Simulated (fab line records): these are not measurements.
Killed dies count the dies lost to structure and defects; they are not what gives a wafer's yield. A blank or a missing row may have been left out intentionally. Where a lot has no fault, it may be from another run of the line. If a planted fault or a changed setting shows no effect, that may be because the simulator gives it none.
fab line records | flow sky130
record lots=14 | wafers=42 | last_day=50
route steps=708 shown METAL4@600 VIA4@651
lots with no fault: from the same line, run without faults
start_h: hours from the record's first day to the start of the lot's first wafer shown | wait_h: time in hours since the lot's previous step | " unchanged from the row above | L1.1+2: several wafers, shown together as one row | - no value, or no start given | * or withheld: withheld | < > ~ a bound
route shown NAME@n: names a module that has steps shown in the file, with the first one's number in the route | usual: mean/standard deviation taken from wafers without a fault | same: alike in all rows | chamber/n: place in a boat | sites: readings site by site | _std_site: the values' standard deviation | _edge_site: inner sites' mean taken away from outer sites' mean | radius_mm: for every site, how far away it sits from the centre of the wafer | mask NAME#n: copy n | behind: the last tool/chamber to shape the wafer | hold: what put the lot on hold/how long, in hours/how the hold closed | device: transistor that didn't switch, given as n, p or np | end of line: tests run on the same wafers once the route is complete | step lacking rows: just its recipe | killed: the dies lost at the first sort to structure and to defects; this is not the yield of the wafer | map: dies across one wafer; x = killed, . = not, _ = none there
set.NAME: the run value of the setting; set.NAME@STEP: its run value at that earlier step | model.NAME: the simulator's own value behind a step, which no gauge read
the route's steps for a sample of lots (tables are steps, rows are wafers)
services: the hour from which a tool's chamber was out of use, counted from the record's first day as start_h (under 0 if before that day), plus the number of hours and why
## steps
# step SKY_METAL4_SPUTTER_02
# recipe material=AlCu | target_thk_nm=735 | power_w=10600 | time_s=39.1 | chamber_pressure_pa=0.4
# usual throttle_valve_pct=30.1/0.7
lot.wafer | tool           | chamber | start_h | wait_h | throttle_valve_pct
L864.2    | pvd_sputter-01 | -       | 936.49  | 0.0    | 28.8
L864.3    | "              | -       | "       | "      | 30.2
L864.6    | "              | -       | "       | "      | 28.7
L865.3    | pvd_sputter-02 | -       | 944.56  | 0.0    | 30.2
L865.4    | "              | -       | "       | "      | 30.4
L865.5    | "              | -       | "       | "      | 31.2
L866.1    | pvd_sputter-04 | -       | 945.83  | 0.0    | 29.7
L866.3    | "              | -       | "       | "      | 30.0
L866.4    | "              | -       | "       | "      | 30.4
L869.2    | pvd_sputter-02 | -       | 968.53  | 0.0    | 30.3
L869.4    | "              | -       | "       | "      | 30.5
L869.6    | "              | -       | "       | "      | 30.7
L870.4    | pvd_sputter-01 | -       | 973.68  | 0.0    | 29.5
L870.5    | "              | -       | "       | "      | 30.4
L870.6    | "              | -       | "       | "      | 29.8
L871.2    | pvd_sputter-01 | -       | 980.69  | 0.0    | 29.7
L871.3    | "              | -       | "       | "      | 30.2
L871.6    | "              | -       | "       | "      | 28.7
L872.1    | pvd_sputter-01 | -       | 987.33  | 0.0    | 30.9
L872.3    | "              | -       | "       | "      | 29.5
L872.5    | "              | -       | "       | "      | 31.2
L873.1    | pvd_sputter-04 | -       | 995.70  | 0.0    | 29.4
L873.2    | "              | -       | "       | "      | 29.7
L873.3    | "              | -       | "       | "      | 30.1
L874.1    | pvd_sputter-04 | -       | 1002.86 | 0.0    | 29.3
L874.2    | "              | -       | "       | "      | 30.6
L874.4    | "              | -       | "       | "      | 29.7
L876.2    | pvd_sputter-01 | -       | 1016.49 | 0.0    | 30.3
L876.3    | "              | -       | "       | "      | 31.1
L876.6    | "              | -       | "       | "      | 30.2
L879.2    | pvd_sputter-01 | -       | 1034.44 | 0.0    | 31.3
L879.3    | "              | -       | "       | "      | 29.5
L879.6    | "              | -       | "       | "      | 29.8
L880.1    | pvd_sputter-01 | -       | 1039.68 | 0.0    | 31.3
L880.2    | "              | -       | "       | "      | 29.7
L880.4    | "              | -       | "       | "      | 30.3
L882.1    | pvd_sputter-04 | -       | 1055.06 | 0.0    | 30.6
L882.4    | "              | -       | "       | "      | 29.6
L882.6    | "              | -       | "       | "      | 29.6
L887.2    | pvd_sputter-04 | -       | 1079.74 | 0.0    | 29.5
L887.3    | "              | -       | "       | "      | 30.3
L887.4    | "              | -       | "       | "      | 30.8
# step SKY_METAL4_OVL_MEAS_14
# usual METAL4_OVL=-1/7.2
lot.wafer | tool       | chamber | start_h | wait_h | METAL4_OVL[nm]
L864.2    | overlay-02 | -       | 985.67  | 0.1    | -12
L864.3    | "          | -       | "       | "      | -13
L864.6    | "          | -       | "       | "      | -11
L865.3    | overlay-02 | -       | 994.35  | 0.1    | 1
L865.4    | "          | -       | "       | "      | 4
L865.5    | "          | -       | "       | "      | 3
L866.1    | overlay-02 | -       | 994.74  | 0.1    | -4
L866.3    | "          | -       | "       | "      | 0
L866.4    | "          | -       | "       | "      | -4
L869.2    | overlay-02 | -       | 1015.95 | 0.1    | 1
L869.4    | "          | -       | "       | "      | 2
L869.6    | "          | -       | "       | "      | 1
L870.4    | overlay-01 | -       | 1020.71 | 0.1    | 9
L870.5    | "          | -       | "       | "      | 7
L870.6    | "          | -       | "       | "      | 11
L871.2    | overlay-02 | -       | 1028.64 | 0.1    | 13
L871.3    | "          | -       | "       | "      | 10
L871.6    | "          | -       | "       | "      | 7
L872.1    | overlay-02 | -       | 1033.68 | 0.1    | 6
L872.3    | "          | -       | "       | "      | 17
L872.5    | "          | -       | "       | "      | 15
L873.1    | overlay-01 | -       | 1042.29 | 0.1    | -1
L873.2    | "          | -       | "       | "      | 3
L873.3    | "          | -       | "       | "      | 0
L874.1    | overlay-02 | -       | 1048.62 | 0.1    | 8
L874.2    | "          | -       | "       | "      | 0
L874.4    | "          | -       | "       | "      | -2
L876.2    | overlay-01 | -       | 1061.25 | 0.1    | 1
L876.3    | "          | -       | "       | "      | -3
L876.6    | "          | -       | "       | "      | -6
L879.2    | overlay-02 | -       | 1078.65 | 0.1    | 0
L879.3    | "          | -       | "       | "      | -1
L879.6    | "          | -       | "       | "      | 0
L880.1    | overlay-02 | -       | 1082.94 | 0.1    | -8
L880.2    | "          | -       | "       | "      | -7
L880.4    | "          | -       | "       | "      | -6
L882.1    | overlay-02 | -       | 1098.14 | 0.1    | -1
L882.4    | "          | -       | "       | "      | -2
L882.6    | "          | -       | "       | "      | 2
L887.2    | overlay-02 | -       | 1121.48 | 0.1    | -13
L887.3    | "          | -       | "       | "      | -12
L887.4    | "          | -       | "       | "      | -16
# step SKY_METAL4_DESCUM_15
# recipe chemistry=O2 | source_power_w=150 | bias_power_w=0 | pressure_mtorr=10 | temp_c=40 | time_s=8
# usual drypump_motor_current_A=5.5/0.49 | oes_product_au=1.000/0.0067
lot.wafer | tool         | chamber | start_h | wait_h | drypump_motor_current_A | oes_product_au | rf_hours_counter_h
L864.2    | rie_metal-02 | 1       | 985.70  | 0.0    | 6.2                     | 0.993          | 14
L864.3    | "            | 1       | "       | "      | 6.2                     | 0.995          | -
L864.6    | "            | 0       | "       | "      | 5.8                     | 0.994          | -
L865.3    | rie_metal-01 | 0       | 994.38  | 0.0    | 6.2                     | 0.999          | -
L865.4    | "            | 1       | "       | "      | 5.1                     | 1.003          | -
L865.5    | "            | 0       | "       | "      | 6.1                     | 0.995          | -
L866.1    | rie_metal-02 | 1       | 994.78  | 0.0    | 6.3                     | 1.005          | 15
L866.3    | "            | 1       | "       | "      | 6.2                     | 1.002          | -
L866.4    | "            | 0       | "       | "      | 5.8                     | 1.011          | -
L869.2    | rie_metal-03 | 1       | 1015.98 | 0.0    | 5.5                     | 0.996          | 7
L869.4    | "            | 1       | "       | "      | 5.5                     | 0.991          | -
L869.6    | "            | 0       | "       | "      | 4.9                     | 1.002          | -
L870.4    | rie_metal-03 | 1       | 1020.74 | 0.0    | 5.5                     | 0.990          | -
L870.5    | "            | 1       | "       | "      | 5.5                     | 0.995          | -
L870.6    | "            | 0       | "       | "      | 4.9                     | 1.005          | -
L871.2    | rie_metal-01 | 0       | 1028.67 | 0.0    | 6.2                     | 1.003          | 1
L871.3    | "            | 0       | "       | "      | 6.2                     | 1.003          | -
L871.6    | "            | 0       | "       | "      | 6.2                     | 0.994          | -
L872.1    | rie_metal-01 | 0       | 1033.72 | 0.0    | 6.2                     | 0.997          | 1
L872.3    | "            | 0       | "       | "      | 6.2                     | 1.008          | -
L872.5    | "            | 1       | "       | "      | 5.1                     | 1.002          | -
L873.1    | rie_metal-03 | 0       | 1042.32 | 0.0    | 4.9                     | 0.999          | 20
L873.2    | "            | 1       | "       | "      | 5.5                     | 1.005          | 9
L873.3    | "            | 1       | "       | "      | 5.5                     | 1.002          | -
L874.1    | rie_metal-03 | 0       | 1048.66 | 0.0    | 4.9                     | 1.002          | 21
L874.2    | "            | 1       | "       | "      | 5.5                     | 0.999          | 9
L874.4    | "            | 0       | "       | "      | 4.9                     | 1.006          | -
L876.2    | rie_metal-03 | 1       | 1061.28 | 0.0    | 5.5                     | 1.003          | 10
L876.3    | "            | 1       | "       | "      | 5.5                     | 1.008          | -
L876.6    | "            | 0       | "       | "      | 4.9                     | 1.003          | -
L879.2    | rie_metal-02 | 1       | 1078.68 | 0.0    | 6.2                     | 0.988          | 19
L879.3    | "            | 1       | "       | "      | 6.2                     | 1.002          | -
L879.6    | "            | 0       | "       | "      | 5.8                     | 1.003          | -
L880.1    | rie_metal-03 | 0       | 1082.97 | 0.0    | 4.9                     | 0.995          | 23
L880.2    | "            | 1       | "       | "      | 5.5                     | 0.980          | 12
L880.4    | "            | 1       | "       | "      | 5.5                     | 0.986          | -
L882.1    | rie_metal-03 | 1       | 1098.18 | 0.0    | 5.5                     | 1.002          | 13
L882.4    | "            | 0       | "       | "      | 4.9                     | 0.995          | -
L882.6    | "            | 1       | "       | "      | 5.5                     | 0.993          | -
L887.2    | rie_metal-01 | 0       | 1121.51 | 0.0    | 6.2                     | 1.002          | 8
L887.3    | "            | 0       | "       | "      | 6.2                     | 1.010          | -
L887.4    | "            | 1       | "       | "      | 5.1                     | 1.012          | -
# step SKY_METAL4_METAL_ETCH_18
# recipe target_depth_a=8450 | stop_on=SiO2 | over_etch_frac=0.3 | time_s=183.1 | chemistry=Cl2/BCl3 | resist_sidewall_deg=88 | pressure_mtorr=10 | icp_w=900 | bias_w=48.5 | Cl2_flow_sccm=60 | bcl3_flow_sccm=30
# usual drypump_motor_current_A=5.7/0.51 | oes_product_au=0.866/0.0054 | throttle_valve_pct=22.263/0.0088
lot.wafer | tool         | chamber | start_h | wait_h | drypump_motor_current_A | oes_product_au | rf_hours_counter_h | throttle_valve_pct
L864.2    | rie_metal-01 | 0       | 985.85  | 0.0    | 6.2                     | 0.872          | 21                 | 22.267
L864.3    | "            | 0       | "       | "      | 6.2                     | 0.868          | -                  | 22.264
L864.6    | "            | 1       | "       | "      | 5.1                     | 0.866          | -                  | 22.259
L865.3    | rie_metal-03 | 1       | 994.58  | 0.1    | 5.5                     | 0.865          | -                  | 22.269
L865.4    | "            | 0       | "       | "      | 4.9                     | 0.873          | -                  | 22.267
L865.5    | "            | 1       | "       | "      | 5.5                     | 0.870          | -                  | 22.263
L866.1    | rie_metal-01 | 1       | 994.93  | 0.0    | 5.1                     | 0.866          | 13                 | 22.262
L866.3    | "            | 1       | "       | "      | 5.1                     | 0.868          | -                  | 22.264
L866.4    | "            | 0       | "       | "      | 6.2                     | 0.862          | -                  | 22.258
L869.2    | rie_metal-01 | 0       | 1016.13 | 0.0    | 6.2                     | 0.869          | 0                  | 22.260
L869.4    | "            | 1       | "       | "      | 5.1                     | 0.865          | -                  | 22.269
L869.6    | "            | 1       | "       | "      | 5.1                     | 0.863          | -                  | 22.267
L870.4    | rie_metal-01 | 0       | 1020.94 | 0.1    | 6.2                     | 0.865          | -                  | 22.256
L870.5    | "            | 0       | "       | "      | 6.2                     | 0.864          | -                  | 22.263
L870.6    | "            | 1       | "       | "      | 5.1                     | 0.856          | -                  | 22.254
L871.2    | rie_metal-02 | 0       | 1028.82 | 0.0    | 5.8                     | 0.868          | 21                 | 22.256
L871.3    | "            | 1       | "       | "      | 6.2                     | 0.868          | -                  | 22.258
L871.6    | "            | 0       | "       | "      | 5.8                     | 0.864          | -                  | 22.266
L872.1    | rie_metal-03 | 1       | 1033.87 | 0.0    | 5.5                     | 0.865          | 8                  | 22.264
L872.3    | "            | 0       | "       | "      | 4.9                     | 0.871          | -                  | 22.250
L872.5    | "            | 0       | "       | "      | 4.9                     | 0.867          | -                  | 22.263
L873.1    | rie_metal-02 | 0       | 1042.47 | 0.0    | 5.8                     | 0.872          | 22                 | 22.265
L873.2    | "            | 1       | "       | "      | 6.3                     | 0.867          | 17                 | 22.263
L873.3    | "            | 0       | "       | "      | 5.8                     | 0.871          | -                  | 22.279
L874.1    | rie_metal-02 | 0       | 1048.80 | 0.0    | 5.8                     | 0.859          | 22                 | 22.270
L874.2    | "            | 1       | "       | "      | 6.3                     | 0.867          | 17                 | 22.259
L874.4    | "            | 1       | "       | "      | 6.2                     | 0.872          | -                  | 22.272
L876.2    | rie_metal-01 | 0       | 1061.43 | 0.0    | 6.2                     | 0.865          | 3                  | 22.262
L876.3    | "            | 1       | "       | "      | 5.1                     | 0.858          | -                  | 22.251
L876.6    | "            | 0       | "       | "      | 6.2                     | 0.857          | -                  | 22.252
L879.2    | rie_metal-01 | 1       | 1078.83 | 0.0    | 5.1                     | 0.993          | 20                 | 22.260
L879.3    | "            | 1       | "       | "      | 5.1                     | 0.861          | -                  | 22.260
L879.6    | "            | 1       | "       | "      | 5.1                     | 0.993          | -                  | 22.261
L880.1    | rie_metal-02 | 0       | 1083.12 | 0.0    | 5.8                     | 0.861          | 25                 | 22.272
L880.2    | "            | 1       | "       | "      | 6.2                     | 0.991          | 20                 | 22.256
L880.4    | "            | 1       | "       | "      | 6.2                     | 0.862          | -                  | 22.266
L882.1    | rie_metal-01 | 0       | 1098.33 | 0.0    | 6.2                     | 0.866          | 6                  | 22.253
L882.4    | "            | 0       | "       | "      | 6.1                     | 0.871          | -                  | 22.254
L882.6    | "            | 1       | "       | "      | 5.1                     | 0.873          | -                  | 22.270
L887.2    | rie_metal-03 | 0       | 1121.66 | 0.0    | 4.9                     | 0.879          | 26                 | 22.264
L887.3    | "            | 0       | "       | "      | 4.9                     | 0.869          | -                  | 22.255
L887.4    | "            | 1       | "       | "      | 5.5                     | 0.876          | -                  | 22.284
# step SKY_VIA4_ETCH_12
# recipe target=SiO2 | chemistry=C4F8/O2/Ar | stop_on=TiN | mask_material=NOVOLAK | source_w=1500 | bias_w=1200 | pressure_mtorr=40 | c4f8_flow_sccm=withheld | O2_flow_sccm=6 | Ar_flow_sccm=300 | time_s=withheld | target_depth_a=5800
# usual oes_product_au=0.926/0.004
lot.wafer | tool        | chamber | start_h | wait_h | oes_product_au
L864.2    | rie_diel-03 | 2       | 1010.01 | 0.0    | 0.929
L864.3    | "           | 3       | "       | "      | 0.928
L864.6    | "           | 1       | "       | "      | 0.928
L865.3    | rie_diel-03 | 3       | 1018.41 | 0.0    | 0.923
L865.4    | "           | 1       | "       | "      | 0.924
L865.5    | "           | 0       | "       | "      | 0.927
L866.1    | rie_diel-04 | 1       | 1019.31 | 0.0    | 0.926
L866.3    | "           | 3       | "       | "      | 0.924
L866.4    | "           | 2       | "       | "      | 0.933
L869.2    | rie_diel-04 | 2       | 1039.66 | 0.0    | 0.922
L869.4    | "           | 3       | "       | "      | 0.919
L869.6    | "           | 2       | "       | "      | 0.915
L870.4    | rie_diel-04 | 2       | 1044.45 | 0.0    | 0.926
L870.5    | "           | 1       | "       | "      | 0.930
L870.6    | "           | 0       | "       | "      | 0.937
L871.2    | rie_diel-02 | 0       | 1052.56 | 0.0    | 0.923
L871.3    | "           | 3       | "       | "      | 0.921
L871.6    | "           | 2       | "       | "      | 0.924
L872.1    | rie_diel-03 | 1       | 1056.61 | 0.0    | 0.922
L872.3    | "           | 2       | "       | "      | 0.929
L872.5    | "           | 0       | "       | "      | 0.929
L873.1    | rie_diel-03 | 2       | 1064.65 | 0.0    | 0.926
L873.2    | "           | 3       | "       | "      | 0.923
L873.3    | "           | 0       | "       | "      | 0.924
L874.1    | rie_diel-04 | 3       | 1071.21 | 0.0    | 0.926
L874.2    | "           | 1       | "       | "      | 0.923
L874.4    | "           | 2       | "       | "      | 0.920
L876.2    | rie_diel-03 | 0       | 1083.91 | 0.0    | 0.927
L876.3    | "           | 2       | "       | "      | 0.930
L876.6    | "           | 0       | "       | "      | 0.925
L879.3    | rie_diel-02 | 0       | 1100.21 | 0.0    | 0.929
L880.1    | rie_diel-02 | 3       | 1105.11 | 0.0    | 0.924
L880.4    | "           | 3       | "       | "      | 0.925
L882.1    | rie_diel-02 | 2       | 1119.26 | 0.0    | 0.922
L882.4    | "           | 2       | "       | "      | 0.927
L882.6    | "           | 3       | "       | "      | 0.925
L887.2    | rie_diel-04 | 3       | 1141.76 | 0.0    | 0.929
L887.3    | "           | 2       | "       | "      | 0.926
L887.4    | "           | 1       | "       | "      | 0.930
## services
tool           | chamber | start_h | hours | kind
pvd_sputter-04 | -       | 929.41  | 5.0   | repair
pvd_sputter-02 | -       | 934.72  | 4.6   | repair
rie_metal-03   | -       | 939.76  | 9.0   | repair
rie_metal-01   | -       | 944.82  | 4.3   | pm
rie_diel-03    | 3       | 952.39  | 1.4   | repair
rie_diel-04    | 0       | 953.94  | 7.1   | repair
rie_metal-01   | -       | 970.23  | 0.5   | repair
rie_diel-04    | 1       | 971.05  | 7.3   | repair
rie_diel-04    | -       | 971.57  | 0.5   | repair
rie_diel-04    | 0       | 982.91  | 3.1   | repair
rie_metal-01   | 0       | 997.29  | -     | clean
rie_metal-01   | 0       | 997.29  | 18.0  | scheduled_down
rie_metal-01   | 0       | 997.29  | 18.0  | vent_cycle
rie_metal-02   | -       | 1010.25 | 14.6  | pm
rie_diel-04    | 1       | 1016.73 | 2.1   | repair
pvd_sputter-04 | -       | 1020.62 | 0.9   | repair
rie_diel-04    | -       | 1058.04 | 2.6   | repair
rie_diel-04    | 3       | 1094.49 | 5.6   | repair
rie_diel-02    | 1       | 1096.57 | 46.1  | repair
rie_metal-03   | -       | 1096.68 | 0.3   | repair
rie_diel-04    | 2       | 1098.89 | 5.2   | repair
rie_diel-04    | 0       | 1103.21 | 13.4  | repair
rie_diel-03    | 2       | 1106.12 | 21.3  | repair
pvd_sputter-01 | -       | 1133.42 | 19.7  | repair
## key
first_sign step=SKY_METAL4_METAL_ETCH_18 | reading=oes_product_au | direction=up | sigmas=23 | usual=0.866 | struck=0.992
effect none on later readings
met_at SKY_METAL4_SPUTTER_02
struck_lots L879,L880
struck_wafers L879.2,L879.6,L880.2
later_rows_left_out L879.2,L879.6,L880.2
sort_left_out L879.2,L879.6,L880.2
not_acting_at SKY_METAL4_OVL_MEAS_14,SKY_METAL4_DESCUM_15,SKY_VIA4_ETCH_12
onset_between 1016.49 1034.44
fault kind=process_parameter_drift | tool=pvd_sputter-01 | chamber=- | onset_h=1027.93 | steps=SKY_METAL4_SPUTTER_02 | channel=time_s | offset=* | shape=step | end_h=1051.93 | scope=struck_wafers_only | acts_in=* | stated=*
# sort_left_out: the simulated sort isn't trusted on such a fault, so these wafers' sort isn't shown, and their yield isn't known
# later_rows_left_out: the simulator's readings of these wafers behind a module that went badly wrong aren't trusted and aren't shown, but for the sort
